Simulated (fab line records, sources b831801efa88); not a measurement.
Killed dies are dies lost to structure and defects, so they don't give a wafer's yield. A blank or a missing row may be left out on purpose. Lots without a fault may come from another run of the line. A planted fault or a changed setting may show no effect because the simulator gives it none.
fab line records | flow sky130
record lots=5 wafers=15 last_day=49
route steps=708 shown LDD_LDN@292 SPACER@304 POLY_CUT@307 SD_P@320 RES_XHIGH@332 SALICIDE@361 PAD_OPEN@708
lots that met no fault: from a run of the same line without faults
start_h: hours from the record's first day to the start of the lot's first wafer shown | wait_h: hours since the lot's step before | " the same as in the row above | L1.1+2: a row that stands for several wafers | - no value, or no start given | * or withheld: withheld | < > ~ a bound
route shown NAME@n: a module of which the file shows steps, and the number in the route of the first | usual: mean/standard deviation of fault-free wafers | same: alike in all rows | chamber/n: place in a boat | sites: the reading at each site | _std_site: their standard deviation | _edge_site: outer sites' mean less inner sites' | radius_mm: how far each site lies from the wafer's centre | mask NAME#n: copy n | behind: the tool/chamber that last shaped the wafer | hold: why the lot was held/for how many hours/how that ended | device: the transistor (n, p or np) that didn't switch | end of line: the same wafers' tests at the end of the route | a step without rows: its recipe alone | killed: dies lost to structure and defects at the first sort, not the wafer's yield | map: a wafer's dies, x killed, . not, _ none there
set.NAME: the setting as run; set.NAME@STEP: as run at that earlier step | model.NAME: the simulator's own value behind a step, which no gauge read
lots at some steps of the route; a table a step, a row a wafer
services: from which hour (start_h, from the record's first day; less than 0 if before it) a tool's chamber was out of use, for how many hours, and why
## steps
# step SKY_LDD_LDN_SOFTBAKE_03
# recipe temp_c=90 time_s=60 resist=NOVOLAK
# step SKY_LDD_LDN_EXPOSE_04
# recipe mask_id=LDNTM na=0.6 source_shape=conventional sigma_outer=0.6 polarization=unpolarized target_cd_nm=700 dose_mj=140
# step SKY_LDD_LDN_PEB_05
# recipe temp_c=withheld time_s=* resist=NOVOLAK
# step SKY_LDD_LDN_DEVELOP_06
# recipe resist=NOVOLAK developer=TMAH develop_time_s=60 dev_temp_c=23
# step SKY_LDD_LDN_IMPLANT_08
# recipe species=As energy_kev=15 dose_cm2=1.25e+13 tilt_deg=withheld rotation_deg=23
# step SKY_LDD_LDN_IMPLANT_09
# recipe species=As energy_kev=15 dose_cm2=1.25e+13 tilt_deg=withheld rotation_deg=113
# step SKY_LDD_LDN_IMPLANT_10
# recipe species=As energy_kev=15 dose_cm2=1.25e+13 tilt_deg=withheld rotation_deg=203
# step SKY_LDD_LDN_IMPLANT_11
# recipe species=As energy_kev=15 dose_cm2=1.25e+13 tilt_deg=withheld rotation_deg=293
# step SKY_LDD_LDN_STRIP_12
# recipe chemistry=O2/N2 power_w=1400 pressure_mtorr=1500 platen_temp_c=withheld o2_flow_sccm=3000 n2_flow_sccm=300 overash_fraction=0.5
# step SKY_LDD_LDN_CLEAN_14
# recipe chemistry=SC1/SC2 mix=1:4:20 temp_c=70 time_s=150 dry=n2_spin
# step SKY_SPACER_CVD_00
# recipe material=Si3N4 precursor=DCS/NH3 target_thk_nm=43.1 temp_c=770 time_s=740 pressure_mtorr=250
# usual spike_tc_lower_C=771.7/1.3 spike_tc_top_C=783.6/1.2 spike_tc_upper_C=769.2/1.1
# columns lot.wafer tool chamber start_h wait_h spike_tc_lower_C spike_tc_top_C spike_tc_upper_C model.Si3N4_of_SPACER_CVD_00.thk_nm
L651.1 lpcvd-02 1 554.43 1.2 768.9 780.3 770.9 43
L651.2 " 1 " " 769.7 783.4 769.1 43.18
L651.4 " 1 " " 772.9 783.8 768.2 43.14
L653.2 lpcvd-02 1 573.95 0.5 769.5 782.5 767.9 42.97
L653.4 " 1 " " 770.6 783.4 769.2 43.31
L653.5 " 1 " " 769.4 783.0 770.1 43.35
L662.1 lpcvd-02 0 651.57 0.0 773.4 783.0 769.7 33.67
L662.2 " 0 " " 770.3 785.3 769.1 33.35
L662.3 " 0 " " 773.7 783.7 770.0 33.52
L663.2 lpcvd-02 0 658.12 0.0 770.8 785.3 769.2 33.43
L663.5 " 0 " " 771.1 783.6 768.7 33.41
L663.6 " 0 " " 772.9 785.4 768.8 33.24
L664.3 lpcvd-02 0 661.95 0.8 771.7 784.4 767.2 33.37
L664.4 " 0 " " 773.2 784.8 768.1 33.95
L664.6 " 0 " " 772.8 784.8 768.4 33.7
# step SKY_SPACER_THK_MEAS_01
# recipe reads=Si3N4_of_SPACER_CVD_00
# usual SPACER_CVD_00_THK=43.0/0.41
# columns lot.wafer tool chamber start_h wait_h SPACER_CVD_00_THK[nm]
L651.1 film_metro-03 - 555.64 0.0 43.0
L651.2 " - " " 43.2
L651.4 " - " " 43.1
L653.2 film_metro-04 - 575.17 0.0 43.0
L653.4 " - " " 43.3
L653.5 " - " " 43.3
L662.1 film_metro-04 - 652.77 0.0 33.7
L662.2 " - " " 33.4
L662.3 " - " " 33.5
L663.2 film_metro-01 - 659.34 0.0 33.5
L663.5 " - " " 33.4
L663.6 " - " " 33.2
L664.3 film_metro-01 - 663.17 0.0 33.3
L664.4 " - " " 33.9
L664.6 " - " " 33.7
# step SKY_SPACER_ETCHBACK_02
# recipe chemistry=CH3F/O2 target=Si3N4 stop_on=SiO2 source_w=400 bias_w=80 pressure_mtorr=25 ch3f_flow_sccm=40 O2_flow_sccm=30 time_s=46.7 target_depth_a=450
# usual bias_w=80.03/0.26 ch3f_flow_sccm=40.00/0.11 drypump_motor_current_A=5.9/0.5 oes_product_au=0.854/0.0065 throttle_valve_pct=10.562/0.0087
# columns lot.wafer tool chamber start_h wait_h bias_w ch3f_flow_sccm drypump_motor_current_A oes_product_au rf_hours_counter_h throttle_valve_pct model.etch.depth_nm
L651.1 rie_diel-02 2 555.70 0.1 79.97 40.07 6.3 0.851 3 10.566 43
L651.2 " 1 " " 80.50 39.99 6.7 0.853 3 10.562 43.18
L651.4 " 0 " " 80.04 40.04 5.5 0.855 55 10.568 43.14
L653.2 rie_diel-03 1 575.22 0.0 79.99 39.99 6.5 0.839 68 10.555 42.97
L653.4 " 3 " " 79.94 40.15 5.9 0.859 3 10.552 43.31
L653.5 " 2 " " 79.99 39.92 5.7 0.854 - 10.568 43.35
L662.1 rie_diel-02 1 652.83 0.1 79.63 39.99 6.7 0.748 5 10.547 33.67
L662.2 " 2 " " 79.46 39.83 6.3 0.753 4 10.547 33.35
L662.3 " 0 " " 79.72 39.85 5.5 0.741 57 10.539 33.52
L663.2 rie_diel-03 0 659.39 0.0 80.32 39.87 6.4 0.742 33 10.556 33.43
L663.5 " 1 " " 79.76 40.04 6.5 0.743 - 10.561 33.41
L663.6 " 3 " " 79.62 39.95 5.9 0.749 - 10.541 33.24
L664.3 rie_diel-01 3 663.21 0.0 79.92 39.90 5.4 0.744 8 10.546 33.37
L664.4 " 0 " " 79.91 40.14 6.2 0.755 23 10.553 33.95
L664.6 " 0 " " 80.11 39.98 6.2 0.752 - 10.573 33.7
# step SKY_POLY_CUT_DEHYDRATE_00
# recipe temp_c=200 time_s=60
# step SKY_POLY_CUT_HMDS_01
# recipe prime_time_s=60 prime_temp_c=120
# step SKY_POLY_CUT_COAT_02
# recipe resist=BARC temp_c=withheld time_s=withheld spin_rpm=3000 resist_thk_nm=60
# step SKY_POLY_CUT_COAT_03
# recipe resist=KrF-thick spin_rpm=3000 resist_thk_nm=450
# step SKY_POLY_CUT_SOFTBAKE_04
# recipe temp_c=100 time_s=90 resist=KrF-thick
# step SKY_POLY_CUT_EXPOSE_05
# recipe mask_id=NPCM na=0.8 source_shape=annular sigma_inner=0.55 sigma_outer=0.85 target_cd_nm=270 dose_mj=32
# step SKY_POLY_CUT_PEB_06
# recipe peb_temp_c=withheld peb_time_s=withheld resist=KrF-thick
# step SKY_POLY_CUT_DEVELOP_07
# recipe develop_time_s=60 resist=KrF-thick dev_temp_c=21
# step SKY_POLY_CUT_ETCH_10
# recipe chemistry=N2/H2 target=BARC ion_energy_ev=200 source_w=500 bias_w=103.7 pressure_mtorr=30 n2_flow_sccm=100 h2_flow_sccm=200 stop_on=SiO2 time_s=45.9 target_depth_a=600
# step SKY_POLY_CUT_ETCH_11
# recipe target=Si3N4 chemistry=CF4/CH2F2/Ar stop_on=poly-Si source_w=600 bias_w=150 pressure_mtorr=40 cf4_flow_sccm=40 ch2f2_flow_sccm=20 Ar_flow_sccm=150 time_s=42.5 target_depth_a=600
# step SKY_POLY_CUT_STRIP_12
# recipe chemistry=O2/N2 power_w=1400 pressure_mtorr=1500 platen_temp_c=withheld o2_flow_sccm=3000 n2_flow_sccm=300 overash_fraction=0.5
# step SKY_SD_P_DEHYDRATE_00
# recipe temp_c=200 time_s=60
# step SKY_SD_P_HMDS_01
# recipe prime_time_s=60 prime_temp_c=120
# step SKY_SD_P_COAT_02
# recipe resist=NOVOLAK spin_rpm=3000 resist_thk_nm=1140
# step SKY_SD_P_SOFTBAKE_03
# recipe temp_c=90 time_s=60 resist=NOVOLAK
# step SKY_SD_P_EXPOSE_04
# recipe mask_id=PSDM na=0.6 source_shape=conventional sigma_outer=0.6 polarization=unpolarized target_cd_nm=380 dose_mj=138
# step SKY_SD_P_PEB_05
# recipe temp_c=withheld time_s=* resist=NOVOLAK
# step SKY_SD_P_DEVELOP_06
# recipe resist=NOVOLAK developer=TMAH develop_time_s=58.02 dev_temp_c=23
# step SKY_SD_P_IMPLANT_09
# recipe species=BF2 energy_kev=20 dose_cm2=3e+15 tilt_deg=0
# step SKY_SD_P_STRIP_10
# recipe chemistry=O2/N2 power_w=1400 pressure_mtorr=1500 platen_temp_c=withheld o2_flow_sccm=3000 n2_flow_sccm=300 overash_fraction=0.5
# step SKY_RES_XHIGH_DEHYDRATE_00
# recipe temp_c=200 time_s=60
# step SKY_RES_XHIGH_HMDS_01
# recipe prime_time_s=60 prime_temp_c=120
# step SKY_SALICIDE_CLEAN_00
# recipe chemistry=HF-last time_s=30 dilution=100:1 dry=ipa_marangoni
# columns lot.wafer tool chamber start_h wait_h model.Si3N4_of_SPACER_CVD_00.thk_nm
L651.1 wet_bench-03 3 673.60 0.1 42.03
L651.2 " 3 " " 42.22
L651.4 " 3 " " 42.17
L653.2 wet_bench-03 2 692.18 0.1 42
L653.4 " 2 " " 42.35
L653.5 " 2 " " 42.38
L662.1 wet_bench-02 1 766.02 0.1 32.67
L662.2 " 1 " " 32.35
L662.3 " 1 " " 32.52
L663.2 wet_bench-02 2 771.12 0.1 32.47
L663.5 " 2 " " 32.45
L663.6 " 2 " " 32.27
L664.3 wet_bench-03 0 773.92 0.1 32.38
L664.4 " 0 " " 32.97
L664.6 " 0 " " 32.72
# step SKY_PAD_OPEN_PROBE_99
# usual killed_at_M0_to_M3=44/6.9 killed_at_M4_up=3.3/2 killed_at_contacts=25/5.4 killed_at_front_end=16/4.6 killed_at_other=0.2/0.51 killed_dies=88/8.9 killed_open=48/6.8 killed_short=39/5.8
# same gross_dies=492 killed_at_back_side=0
# columns lot.wafer tool chamber start_h wait_h killed_at_M0_to_M3 killed_at_M4_up killed_at_contacts killed_at_front_end killed_at_other killed_dies killed_open killed_short model.etest.pfet_01v8.r_on_ohm_um model.etest.nfet_g5v0d10v5.r_on_ohm_um model.etest.sonos_uncharged.r_on_ohm_um model.etest.pfet_01v8.drive_ua_um model.etest.nfet_01v8_lvt.drive_ua_um model.etest.pfet_01v8_hvt.drive_ua_um model.etest.sram_pfet_latch.drive_ua_um model.etest.pfet_01v8_mvt.drive_ua_um
L651.1 prober-01 - 1095.96 0.1 39 4 27 19 1 90 43 47 2700 1844 807 213.2 583.2 159.1 156.3 161.8
L651.2 prober-01 - 1096.01 0.1 42 5 23 15 0 85 41 44 2762 1877 793.6 204.8 589 154 161.6 159.7
L651.4 prober-01 - 1096.11 0.2 43 1 28 16 0 88 42 46 2801 1875 823 200.3 573.3 149.2 148.8 156.2
L653.2 prober-01 - 1113.62 0.1 54 6 36 24 1 121 64 57 2860 1852 799.2 197.4 560.9 146.4 150.1 153.5
L653.4 prober-01 - 1113.72 0.2 40 4 19 11 1 75 43 31 2915 1874 815.1 189.8 559.5 139.6 142.8 150.9
L653.5 prober-01 - 1113.77 0.2 51 2 19 22 1 95 48 46 2896 1868 805.2 194.9 574.5 146.8 152.6 153.1
L662.1 prober-02 - 1159.38 0.1 62 6 18 16 0 102 58 44 2563 1821 772.5 224.7 616.8 169.4 168.8 166.9
L662.2 prober-02 - 1159.43 0.1 49 2 21 15 0 87 50 36 2564 1869 765.1 223.8 614.4 169.1 167.6 164.3
L662.3 prober-02 - 1159.48 0.2 54 6 15 15 1 91 43 46 2565 1849 767.8 221.6 607.2 166.5 165.4 164.3
L663.2 prober-01 - 1163.44 0.1 41 3 30 23 0 97 57 40 2624 1862 764.5 217.5 579.6 164.7 165.2 162
L663.5 prober-01 - 1163.59 0.2 42 5 25 13 0 85 50 35 2667 1857 788.4 211.1 586.2 159.5 159.2 159.7
L663.6 prober-01 - 1163.64 0.2 54 4 24 14 0 96 45 51 2545 1845 748.4 225.2 604.9 170.1 177.8 166.7
L664.3 prober-02 - 1169.50 0.2 40 6 29 15 0 90 47 43 2621 1868 792.3 216.9 568.7 162.2 157.6 166.2
L664.4 prober-02 - 1169.55 0.2 41 3 21 9 0 74 38 36 2544 1837 790.7 224.4 582.6 170.2 161.8 168.3
L664.6 prober-02 - 1169.65 0.2 40 2 17 17 0 76 38 38 2549 1842 790.6 224.6 595 169.1 161.7 168.6
# killed by level:class
L651.1 LOCAL_INTERCONNECT:geometric_particle:short=8 CONTACT:geometric_particle:short=8 METAL2:geometric_particle:short=8 FIELD_ISO:geometric_particle:open=6 LI_CONTACT:geometric_particle:open=6 VIA2:geometric_particle:open=5 POLY_GATE:geometric_particle:open=4 POLY_GATE:geometric_particle:short=4
L651.2 METAL2:geometric_particle:short=10 FIELD_ISO:geometric_particle:open=7 LI_CONTACT:geometric_particle:open=7 CONTACT:geometric_particle:short=6 VIA1:geometric_particle:open=6 VIA3:geometric_particle:short=6 CONTACT:geometric_particle:open=5 METAL1:geometric_particle:short=4
L651.4 LI_CONTACT:geometric_particle:open=9 VIA2:geometric_particle:open=9 VIA1:geometric_particle:short=8 CONTACT:geometric_particle:open=8 VIA1:geometric_particle:open=7 POLY_GATE:geometric_particle:short=6 METAL2:geometric_particle:short=6 METAL3:geometric_particle:short=6
L653.2 CONTACT:geometric_particle:open=19 VIA1:geometric_particle:open=10 FIELD_ISO:geometric_particle:short=8 METAL2:geometric_particle:short=8 VIA3:geometric_particle:open=7 VIA3:geometric_particle:short=7 POLY_GATE:geometric_particle:open=6 LI_CONTACT:geometric_particle:open=6
L653.4 CONTACT:geometric_particle:open=10 VIA1:geometric_particle:open=7 METAL1:geometric_particle:short=5 METAL2:geometric_particle:short=5 LI_CONTACT:geometric_particle:open=4 VIA3:geometric_particle:short=4 VIA3:geometric_particle:open=4 FIELD_ISO:geometric_particle:open=3
L653.5 CONTACT:geometric_particle:open=9 METAL2:geometric_particle:short=9 VIA1:geometric_particle:open=8 VIA2:geometric_particle:open=8 FIELD_ISO:geometric_particle:short=7 VIA2:geometric_particle:short=7 POLY_GATE:geometric_particle:open=5 METAL2:geometric_particle:open=5
L662.1 VIA1:geometric_particle:open=18 VIA3:geometric_particle:open=12 VIA2:geometric_particle:open=8 METAL1:geometric_particle:short=8 VIA3:geometric_particle:short=6 METAL4:geometric_particle:short=5 FIELD_ISO:geometric_particle:open=4 LI_CONTACT:geometric_particle:open=4
L662.2 VIA1:geometric_particle:open=18 VIA3:geometric_particle:open=8 POLY_GATE:geometric_particle:short=7 CONTACT:geometric_particle:open=7 VIA2:geometric_particle:open=6 CONTACT:geometric_particle:short=4 METAL1:geometric_particle:short=4 VIA1:geometric_particle:short=4
L662.3 VIA2:geometric_particle:open=9 VIA3:geometric_particle:open=8 VIA1:geometric_particle:short=7 METAL2:geometric_particle:short=7 VIA1:geometric_particle:open=6 LI_CONTACT:geometric_particle:open=6 METAL4:geometric_particle:short=5 METAL1:geometric_particle:short=5
L663.2 VIA1:geometric_particle:open=14 CONTACT:geometric_particle:open=13 VIA3:geometric_particle:open=7 LI_CONTACT:geometric_particle:short=6 FIELD_ISO:geometric_particle:short=5 POLY_GATE:geometric_particle:open=5 LOCAL_INTERCONNECT:geometric_particle:short=5 FIELD_ISO:geometric_particle:open=4
L663.5 VIA1:geometric_particle:open=12 CONTACT:geometric_particle:open=10 LI_CONTACT:geometric_particle:open=7 VIA3:geometric_particle:open=7 VIA3:geometric_particle:short=6 FIELD_ISO:geometric_particle:short=5 METAL1:geometric_particle:short=5 FIELD_ISO:geometric_particle:open=4
L663.6 VIA1:geometric_particle:open=15 CONTACT:geometric_particle:short=8 METAL3:geometric_particle:short=7 VIA3:geometric_particle:open=6 LI_CONTACT:geometric_particle:open=6 VIA1:geometric_particle:short=6 VIA2:geometric_particle:short=6 VIA3:geometric_particle:short=6
L664.3 CONTACT:geometric_particle:open=10 CONTACT:geometric_particle:short=7 VIA1:geometric_particle:open=7 VIA2:geometric_particle:open=7 LI_CONTACT:geometric_particle:open=6 VIA1:geometric_particle:short=6 METAL4:geometric_particle:short=6 FIELD_ISO:geometric_particle:open=5
L664.4 VIA2:geometric_particle:open=9 VIA3:geometric_particle:open=8 CONTACT:geometric_particle:open=7 VIA1:geometric_particle:open=5 CONTACT:geometric_particle:short=5 VIA3:geometric_particle:short=5 LI_CONTACT:geometric_particle:open=4 METAL2:geometric_particle:short=4
L664.6 METAL1:geometric_particle:short=7 VIA1:geometric_particle:open=7 FIELD_ISO:geometric_particle:open=6 CONTACT:geometric_particle:open=6 VIA2:geometric_particle:open=6 LOCAL_INTERCONNECT:geometric_particle:short=4 VIA1:geometric_particle:short=4 VIA2:geometric_particle:short=4
## services
# columns tool chamber start_h hours kind
wet_bench-03 - 548.74 2.2 repair
rie_diel-03 1 550.03 5.7 repair
rie_diel-01 2 553.64 15.2 repair
wet_bench-02 - 578.03 2.9 repair
lpcvd-02 - 616.72 0.8 repair
rie_diel-02 - 620.15 0.3 repair
rie_diel-03 0 622.67 2.3 repair
rie_diel-02 2 624.10 4.5 repair
rie_diel-03 1 629.96 9.0 repair
rie_diel-03 1 639.00 - clean
rie_diel-03 1 639.00 16.7 scheduled_down
rie_diel-03 1 639.00 16.7 vent_cycle
rie_diel-03 2 655.71 - clean
rie_diel-03 2 655.71 26.6 scheduled_down
rie_diel-03 2 655.71 26.6 vent_cycle
rie_diel-01 3 686.73 1.7 repair
rie_diel-01 3 694.75 5.0 repair
rie_diel-03 0 702.72 2.8 repair
rie_diel-03 1 705.07 7.0 repair
rie_diel-01 1 708.59 7.1 repair
rie_diel-03 - 713.09 0.7 repair
rie_diel-03 0 715.20 4.0 repair
rie_diel-02 2 720.69 4.6 repair
rie_diel-03 2 747.96 1.6 repair
## key
first_sign step=SKY_SPACER_THK_MEAS_01 reading=SPACER_CVD_00_THK direction=down sigmas=23 usual=43.0 struck=33.5
effect step=SKY_SPACER_ETCHBACK_02 reading=oes_product_au direction=down sigmas=16 usual=0.854 struck=0.747
model_effect step=SKY_SPACER_CVD_00 value=Si3N4_of_SPACER_CVD_00.thk_nm without=42.58 struck=33.52
model_effect step=SKY_SPACER_ETCHBACK_02 value=etch.depth_nm without=42.58 struck=33.52
model_effect step=SKY_SALICIDE_CLEAN_00 value=Si3N4_of_SPACER_CVD_00.thk_nm without=41.6 struck=32.53
model_effect step=SKY_PAD_OPEN_PROBE_99 value=etest.pfet_01v8.r_on_ohm_um without=2863 struck=2583
met_at SKY_SPACER_CVD_00
struck_wafers L662.1,L662.2,L662.3,L663.2,L663.5,L663.6,L664.3,L664.4,L664.6
tester_left_out L662,L663,L664
also_fits time
fault kind=process_parameter_drift tool=lpcvd-02 chamber=0 onset_h=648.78 steps=SKY_SPACER_CVD_00 channel=target_thk_nm offset=-9.0625 shape=step end_h=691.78 acts_in=these_recipes_only stated=43.1
# tester_left_out: of these lots the tester's yield and bins aren't shown, on N5 and GAA mostly nor the transistor test; their killed dies are dies lost to structure and defects alone, not to doping, threshold or leakage, so they don't give the yield
